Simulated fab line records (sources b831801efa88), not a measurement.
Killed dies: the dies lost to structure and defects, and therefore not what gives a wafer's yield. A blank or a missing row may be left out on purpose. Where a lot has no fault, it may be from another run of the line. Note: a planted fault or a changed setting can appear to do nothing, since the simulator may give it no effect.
Which tool did it? || flow sky130 || Sampling: 12 lots, 36 wafers, 5 of 708 route steps

WHAT THE GAUGES READ, wafer by wafer
SKY_POLY_GATE_OVL_MEAS_14.
{"lot": "L701", "measured": "day 16 17:35", "on": "overlay-01", "POLY_GATE_OVL (nm)": "5 3 7"}
{"lot": "L702", "measured": "day 17 02:56", "on": "overlay-01", "POLY_GATE_OVL (nm)": "13 9 15"}
{"lot": "L704", "measured": "day 17 23:04", "on": "overlay-02", "POLY_GATE_OVL (nm)": "19 13 12"}
{"lot": "L709", "measured": "day 19 05:04", "on": "overlay-02", "POLY_GATE_OVL (nm)": "16 16 13"}
{"lot": "L710", "measured": "day 19 18:52", "on": "overlay-02", "POLY_GATE_OVL (nm)": "9 10 7"}
{"lot": "L711", "measured": "day 20 12:56", "on": "overlay-02", "POLY_GATE_OVL (nm)": "2 8 14"}
{"lot": "L712", "measured": "day 20 18:49", "on": "overlay-01", "POLY_GATE_OVL (nm)": "9 4 6"}
{"lot": "L717", "measured": "day 22 18:23", "on": "overlay-01", "POLY_GATE_OVL (nm)": "8 11 2"}
{"lot": "L718", "measured": "day 22 21:17", "on": "overlay-01", "POLY_GATE_OVL (nm)": "4 3 4"}
{"lot": "L719", "measured": "day 23 14:04", "on": "overlay-02", "POLY_GATE_OVL (nm)": "6 8 10"}
{"lot": "L722", "measured": "day 23 19:31", "on": "overlay-01", "POLY_GATE_OVL (nm)": "3 5 6"}
{"lot": "L724", "measured": "day 24 15:59", "on": "overlay-02", "POLY_GATE_OVL (nm)": "6 1 8"}

SKY_LOCAL_INTERCONNECT_CD_MEAS_11 targets a cd of 170 nm.
{"lot": "L701", "measured": "day 30 17:34", "on": "cd-sem-02", "cd-nm (nm)": "170.7 169.0 172.3"}
{"lot": "L702", "measured": "day 31 01:10", "on": "cd-sem-02", "cd-nm (nm)": "168.5 169.7 170.4"}
{"lot": "L704", "measured": "day 31 23:15", "on": "cd-sem-01", "cd-nm (nm)": "172.2 171.2 170.9"}
{"lot": "L709", "measured": "day 32 22:10", "on": "cd-sem-02", "cd-nm (nm)": "169.4 169.7 169.2"}
{"lot": "L710", "measured": "day 33 08:55", "on": "cd-sem-02", "cd-nm (nm)": "170.6 170.6 171.5"}
{"lot": "L711", "measured": "day 34 00:31", "on": "cd-sem-02", "cd-nm (nm)": "165.7 166.9 167.0"}
{"lot": "L712", "measured": "day 34 03:53", "on": "cd-sem-01", "cd-nm (nm)": "167.8 168.2 167.6"}
{"lot": "L717", "measured": "day 35 20:31", "on": "cd-sem-02", "cd-nm (nm)": "168.7 170.4 169.1"}
{"lot": "L718", "measured": "day 36 00:08", "on": "cd-sem-02", "cd-nm (nm)": "170.1 170.9 171.1"}
{"lot": "L719", "measured": "day 36 16:36", "on": "cd-sem-01", "cd-nm (nm)": "169.4 170.3 168.2"}
{"lot": "L722", "measured": "day 36 19:46", "on": "cd-sem-01", "cd-nm (nm)": "170.0 170.6 170.6"}
{"lot": "L724", "measured": "day 37 16:39", "on": "cd-sem-01", "cd-nm (nm)": "170.7 171.2 170.3"}

EACH LOT AND THE TOOL THAT RAN IT (in order: tool; ch and the chambers of the sampled wafers; start)
{"lot": "L701", "SKY_POLY_CUT_ETCH_10": "rie-diel-04 ch 1,3, day 24 13:10", "SKY_POLY_CUT_STRIP_12": "plasma-asher-02 ch 0,1, day 24 13:14", "SKY_SD_N_STRIP_11": "plasma-asher-01 ch 0,1, day 28 06:25"}
{"lot": "L702", "SKY_POLY_CUT_ETCH_10": "rie-diel-02 ch 0,3, day 24 22:25", "SKY_POLY_CUT_STRIP_12": "plasma-asher-04 ch 0,1, day 24 22:29", "SKY_SD_N_STRIP_11": "plasma-asher-03 ch 1, day 28 14:04"}
{"lot": "L704", "SKY_POLY_CUT_ETCH_10": "rie-diel-03 ch 1,2, day 25 21:15", "SKY_POLY_CUT_STRIP_12": "plasma-asher-02 ch 0,1, day 25 21:20", "SKY_SD_N_STRIP_11": "plasma-asher-01 ch 0,1, day 29 12:22"}
{"lot": "L709", "SKY_POLY_CUT_ETCH_10": "rie-diel-04 ch 1,2,3, day 26 23:46", "SKY_POLY_CUT_STRIP_12": "plasma-asher-02 ch 0,1, day 26 23:50", "SKY_SD_N_STRIP_11": "plasma-asher-01 ch 0,1, day 30 14:46"}
{"lot": "L710", "SKY_POLY_CUT_ETCH_10": "rie-diel-03 ch 1,3, day 27 12:15", "SKY_POLY_CUT_STRIP_12": "plasma-asher-02 ch 0,1, day 27 12:20", "SKY_SD_N_STRIP_11": "plasma-asher-03 ch 0,1, day 31 00:40"}
{"lot": "L711", "SKY_POLY_CUT_ETCH_10": "rie-diel-04 ch 0,3, day 28 05:00", "SKY_POLY_CUT_STRIP_12": "plasma-asher-03 ch 0,1, day 28 05:05", "SKY_SD_N_STRIP_11": "plasma-asher-03 ch 0,1, day 31 18:00"}
{"lot": "L712", "SKY_POLY_CUT_ETCH_10": "rie-diel-04 ch 1,2,3, day 28 10:10", "SKY_POLY_CUT_STRIP_12": "plasma-asher-03 ch 0,1, day 28 10:14", "SKY_SD_N_STRIP_11": "plasma-asher-02 ch 0,1, day 31 23:18"}
{"lot": "L717", "SKY_POLY_CUT_ETCH_10": "rie-diel-04 ch 0,1, day 30 05:19", "SKY_POLY_CUT_STRIP_12": "plasma-asher-04 ch 0,1, day 30 05:23", "SKY_SD_N_STRIP_11": "plasma-asher-01 ch 0,1, day 33 13:49"}
{"lot": "L718", "SKY_POLY_CUT_ETCH_10": "rie-diel-04 ch 0,3, day 30 08:13", "SKY_POLY_CUT_STRIP_12": "plasma-asher-04 ch 1, day 30 08:17", "SKY_SD_N_STRIP_11": "plasma-asher-01 ch 0,1, day 33 15:57"}
{"lot": "L719", "SKY_POLY_CUT_ETCH_10": "rie-diel-04 ch 1,2,3, day 31 01:30", "SKY_POLY_CUT_STRIP_12": "plasma-asher-04 ch 0,1, day 31 01:35", "SKY_SD_N_STRIP_11": "plasma-asher-01 ch 0,1, day 34 09:45"}
{"lot": "L722", "SKY_POLY_CUT_ETCH_10": "rie-diel-02 ch 1,2, day 31 05:46", "SKY_POLY_CUT_STRIP_12": "plasma-asher-03 ch 0,1, day 31 05:50", "SKY_SD_N_STRIP_11": "plasma-asher-02 ch 1, day 34 13:46"}
{"lot": "L724", "SKY_POLY_CUT_ETCH_10": "rie-diel-02 ch 1,2,3, day 32 01:30", "SKY_POLY_CUT_STRIP_12": "plasma-asher-03 ch 0,1, day 32 01:35", "SKY_SD_N_STRIP_11": "plasma-asher-01 ch 0,1, day 35 09:16"}
- SKY_POLY_CUT_ETCH_10: etches BARC in N2/H2, stops on SiO2, time 45.9 s, target depth 60 nm.
- SKY_POLY_CUT_STRIP_12: strips in O2/N2.
- SKY_SD_N_STRIP_11: strips in O2/N2.

AS READ BY THE TOOLS THEMSELVES (means over the sampled wafers that have a number; for cases with no such wafer, the mark the record gives instead)
SKY_POLY_CUT_ETCH_10.
{"lot": "L701", "tool": "rie-diel-04", "drypump-motor-current-A (A)": 5.6, "oes-product-au (a.u.)": 0.856, "throttle-valve-pct (%)": 13.221}
{"lot": "L702", "tool": "rie-diel-02", "drypump-motor-current-A (A)": 5.9, "oes-product-au (a.u.)": 0.852, "throttle-valve-pct (%)": 13.232}
{"lot": "L704", "tool": "rie-diel-03", "drypump-motor-current-A (A)": 6.0, "oes-product-au (a.u.)": 0.860, "throttle-valve-pct (%)": 13.234}
{"lot": "L709", "tool": "rie-diel-04", "drypump-motor-current-A (A)": 5.7, "oes-product-au (a.u.)": 0.857, "throttle-valve-pct (%)": 13.225}
{"lot": "L710", "tool": "rie-diel-03", "drypump-motor-current-A (A)": 5.3, "oes-product-au (a.u.)": 0.855, "throttle-valve-pct (%)": 13.227}
{"lot": "L711", "tool": "rie-diel-04", "drypump-motor-current-A (A)": 5.2, "oes-product-au (a.u.)": 0.859, "throttle-valve-pct (%)": 13.213}
{"lot": "L712", "tool": "rie-diel-04", "drypump-motor-current-A (A)": 5.7, "oes-product-au (a.u.)": 0.858, "throttle-valve-pct (%)": 13.234}
{"lot": "L717", "tool": "rie-diel-04", "drypump-motor-current-A (A)": 5.2, "oes-product-au (a.u.)": 0.853, "throttle-valve-pct (%)": 13.220}
{"lot": "L718", "tool": "rie-diel-04", "drypump-motor-current-A (A)": 5.1, "oes-product-au (a.u.)": 0.855, "throttle-valve-pct (%)": 13.226}
{"lot": "L719", "tool": "rie-diel-04", "drypump-motor-current-A (A)": 5.7, "oes-product-au (a.u.)": 0.855, "throttle-valve-pct (%)": 13.232}
{"lot": "L722", "tool": "rie-diel-02", "drypump-motor-current-A (A)": 5.6, "oes-product-au (a.u.)": 0.854, "throttle-valve-pct (%)": 13.226}
{"lot": "L724", "tool": "rie-diel-02", "drypump-motor-current-A (A)": 5.6, "oes-product-au (a.u.)": 0.857, "throttle-valve-pct (%)": 13.222}

SKY_POLY_CUT_STRIP_12.
{"lot": "L701", "tool": "plasma-asher-02", "drypump-motor-current-A (A)": 5.98, "oes-product-au (a.u.)": 0.454, "strip-time-to-endpoint-s (s)": 5.373}
{"lot": "L702", "tool": "plasma-asher-04", "drypump-motor-current-A (A)": 5.51, "oes-product-au (a.u.)": 0.445, "strip-time-to-endpoint-s (s)": 5.331}
{"lot": "L704", "tool": "plasma-asher-02", "drypump-motor-current-A (A)": 5.97, "oes-product-au (a.u.)": 0.451, "strip-time-to-endpoint-s (s)": 5.351}
{"lot": "L709", "tool": "plasma-asher-02", "drypump-motor-current-A (A)": 5.99, "oes-product-au (a.u.)": 0.452, "strip-time-to-endpoint-s (s)": 5.367}
{"lot": "L710", "tool": "plasma-asher-02", "drypump-motor-current-A (A)": 5.88, "oes-product-au (a.u.)": 0.452, "strip-time-to-endpoint-s (s)": 5.375}
{"lot": "L711", "tool": "plasma-asher-03", "drypump-motor-current-A (A)": 5.74, "oes-product-au (a.u.)": 0.456, "strip-time-to-endpoint-s (s)": 5.378}
{"lot": "L712", "tool": "plasma-asher-03", "drypump-motor-current-A (A)": 5.78, "oes-product-au (a.u.)": 0.452, "strip-time-to-endpoint-s (s)": 5.374}
{"lot": "L717", "tool": "plasma-asher-04", "drypump-motor-current-A (A)": 5.77, "oes-product-au (a.u.)": 0.450, "strip-time-to-endpoint-s (s)": 5.396}
{"lot": "L718", "tool": "plasma-asher-04", "drypump-motor-current-A (A)": 5.31, "oes-product-au (a.u.)": 0.454, "strip-time-to-endpoint-s (s)": 5.406}
{"lot": "L719", "tool": "plasma-asher-04", "drypump-motor-current-A (A)": 5.51, "oes-product-au (a.u.)": 0.456, "strip-time-to-endpoint-s (s)": 5.415}
{"lot": "L722", "tool": "plasma-asher-03", "drypump-motor-current-A (A)": 5.75, "oes-product-au (a.u.)": 0.453, "strip-time-to-endpoint-s (s)": 5.368}
{"lot": "L724", "tool": "plasma-asher-03", "drypump-motor-current-A (A)": 5.77, "oes-product-au (a.u.)": 0.454, "strip-time-to-endpoint-s (s)": 5.355}

SKY_SD_N_STRIP_11.
{"lot": "L701", "tool": "plasma-asher-01", "drypump-motor-current-A (A)": 6.4, "oes-product-au (a.u.)": 0.530, "strip-time-to-endpoint-s (s)": 22.57}
{"lot": "L702", "tool": "plasma-asher-03", "drypump-motor-current-A (A)": 5.8, "oes-product-au (a.u.)": 0.528, "strip-time-to-endpoint-s (s)": 22.51}
{"lot": "L704", "tool": "plasma-asher-01", "drypump-motor-current-A (A)": 6.3, "oes-product-au (a.u.)": 0.524, "strip-time-to-endpoint-s (s)": 22.57}
{"lot": "L709", "tool": "plasma-asher-01", "drypump-motor-current-A (A)": 6.3, "oes-product-au (a.u.)": 0.528, "strip-time-to-endpoint-s (s)": 22.65}
{"lot": "L710", "tool": "plasma-asher-03", "drypump-motor-current-A (A)": 5.8, "oes-product-au (a.u.)": 0.528, "strip-time-to-endpoint-s (s)": 22.56}
{"lot": "L711", "tool": "plasma-asher-03", "drypump-motor-current-A (A)": 5.8, "oes-product-au (a.u.)": 0.529, "strip-time-to-endpoint-s (s)": 22.53}
{"lot": "L712", "tool": "plasma-asher-02", "drypump-motor-current-A (A)": 5.9, "oes-product-au (a.u.)": 0.527, "strip-time-to-endpoint-s (s)": 22.60}
{"lot": "L717", "tool": "plasma-asher-01", "drypump-motor-current-A (A)": 6.3, "oes-product-au (a.u.)": 0.527, "strip-time-to-endpoint-s (s)": 22.59}
{"lot": "L718", "tool": "plasma-asher-01", "drypump-motor-current-A (A)": 6.3, "oes-product-au (a.u.)": 0.528, "strip-time-to-endpoint-s (s)": 22.55}
{"lot": "L719", "tool": "plasma-asher-01", "drypump-motor-current-A (A)": 6.5, "oes-product-au (a.u.)": 0.525, "strip-time-to-endpoint-s (s)": 22.58}
{"lot": "L722", "tool": "plasma-asher-02", "drypump-motor-current-A (A)": 6.1, "oes-product-au (a.u.)": 0.529, "strip-time-to-endpoint-s (s)": 22.56}
{"lot": "L724", "tool": "plasma-asher-01", "drypump-motor-current-A (A)": 6.5, "oes-product-au (a.u.)": 0.528, "strip-time-to-endpoint-s (s)": 22.56}

THE ANSWER, worked out from the rows above alone
Rule: the usual values come from the lots themselves. Put in order of their means at a reading, lots are off if they are a third of the lots or fewer, leave a main group of 4 or more, and stand apart from it by a gap of 3 or more times the standard deviation of the main group's means; of several such gaps the widest counts. The tables above print the reading to a certain number of digits; a main group whose means all agree to those digits is not used. Also off: a lot with no number at a reading for which 4 or more lots have one. The other lots that the step has rows for count as sound. The gauges are gone through in route order, then the tools' own readings, and for those a lot's mean is taken as printed above. The first step at which some lot is off is used, and at that step the reading that is off furthest; a lot without a number counts as furthest.
No lot is off at any reading shown: from this, nothing can be told.

WHAT THE SIMULATOR HAD INSERTED
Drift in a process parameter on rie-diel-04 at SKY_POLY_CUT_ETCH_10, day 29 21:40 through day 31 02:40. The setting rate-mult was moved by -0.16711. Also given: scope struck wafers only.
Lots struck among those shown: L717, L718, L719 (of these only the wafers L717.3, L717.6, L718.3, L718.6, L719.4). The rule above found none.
